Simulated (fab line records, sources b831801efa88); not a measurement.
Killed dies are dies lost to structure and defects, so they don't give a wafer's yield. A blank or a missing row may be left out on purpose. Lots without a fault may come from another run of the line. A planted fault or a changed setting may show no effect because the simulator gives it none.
Which tool did it? | flow sky130 | 13 lots, 39 wafers sampled, at 2 steps of a route of 708

WHAT THE GAUGES READ, wafer by wafer
SKY_SONOS_ONO_OVL_MEAS_14.
lot  | measured     | on         | SONOS_ONO_OVL (nm)
L394 | day 12 15:05 | overlay-02 | -0.8 -0.3 0.1
L396 | day 13 11:05 | overlay-02 | -1.6 -1.7 -1.7
L397 | day 13 18:14 | overlay-02 | -1.0 -0.1 -0.2
L398 | day 14 01:44 | overlay-02 | 0.2 -0.3 0.1
L408 | day 17 10:20 | overlay-01 | -0.1 0.8 -0.3
L409 | day 17 17:41 | overlay-02 | -0.4 1.1 1.2
L410 | day 18 06:17 | overlay-02 | 0.2 0.2 1.3
L412 | day 18 17:52 | overlay-01 | -0.6 -1.4 -1.0
L413 | day 19 04:53 | overlay-01 | 0.6 0.6 -0.5
L414 | day 19 16:26 | overlay-02 | 1.9 -0.7 -0.9
L415 | day 19 22:25 | overlay-02 | 2.7 1.4 0.3
L416 | day 20 07:44 | overlay-01 | -0.8 -0.7 2.0
L417 | day 20 12:17 | overlay-01 | -0.4 0.2 -1.8

SKY_POLY_GATE_CD_MEAS_13: target cd 150 nm.
lot  | measured     | on        | cd_nm (nm)
L394 | day 16 06:45 | cd_sem-01 | 149.5 148.7 148.7
L396 | day 17 06:01 | cd_sem-01 | 148.9 149.8 148.5
L397 | day 17 12:24 | cd_sem-02 | 149.7 151.1 150.5
L398 | day 17 22:37 | cd_sem-02 | 151.1 151.8 149.2
L408 | day 21 13:52 | cd_sem-01 | 151.7 151.2 150.3
L409 | day 21 21:39 | cd_sem-01 | 151.5 152.2 151.5
L410 | day 22 09:50 | cd_sem-01 | 150.1 151.5 152.0
L412 | day 22 22:29 | cd_sem-01 | 150.7 150.5 150.9
L413 | day 23 07:11 | cd_sem-01 | 152.9 151.1 152.6
L414 | day 23 17:49 | cd_sem-01 | 150.7 150.1 151.6
L415 | day 24 00:39 | cd_sem-01 | 150.2 149.7 151.1
L416 | day 24 08:35 | cd_sem-01 | 147.1 148.6 148.7
L417 | day 24 12:38 | cd_sem-01 | 149.8 150.3 149.8

WHICH TOOL RAN EACH LOT (tool, then ch and the chambers of the sampled wafers, then the start)
The record holds no process step before these readings.

WHAT THE TOOLS THEMSELVES READ (means of the sampled wafers that have a number; where no wafer has one, the mark that the record gives instead)
The record holds no such reading with a usual standard deviation.

THE ANSWER, worked out from the rows above alone
Rule: what is usual is taken from the lots themselves. Put in order of their means at a reading, lots are off if they are a third of the lots or fewer, leave a main group of 4 or more, and stand apart from it by a gap of 3 or more times the standard deviation of the main group's means; of several such gaps the widest counts. A main group whose means are all the same, to the digits that the tables above print for the reading, isn't used. A lot without any number at a reading at which 4 lots or more have one is off too. The other lots that the step has rows for count as sound. The gauges are gone through in route order, then the tools' own readings, and for those a lot's mean is taken as printed above. The first step at which some lot is off is used, and at that step the reading that is off furthest; a lot without a number counts as furthest.
No lot is off at any reading shown: from this, nothing can be told.

WHAT THE SIMULATOR HAD PUT IN
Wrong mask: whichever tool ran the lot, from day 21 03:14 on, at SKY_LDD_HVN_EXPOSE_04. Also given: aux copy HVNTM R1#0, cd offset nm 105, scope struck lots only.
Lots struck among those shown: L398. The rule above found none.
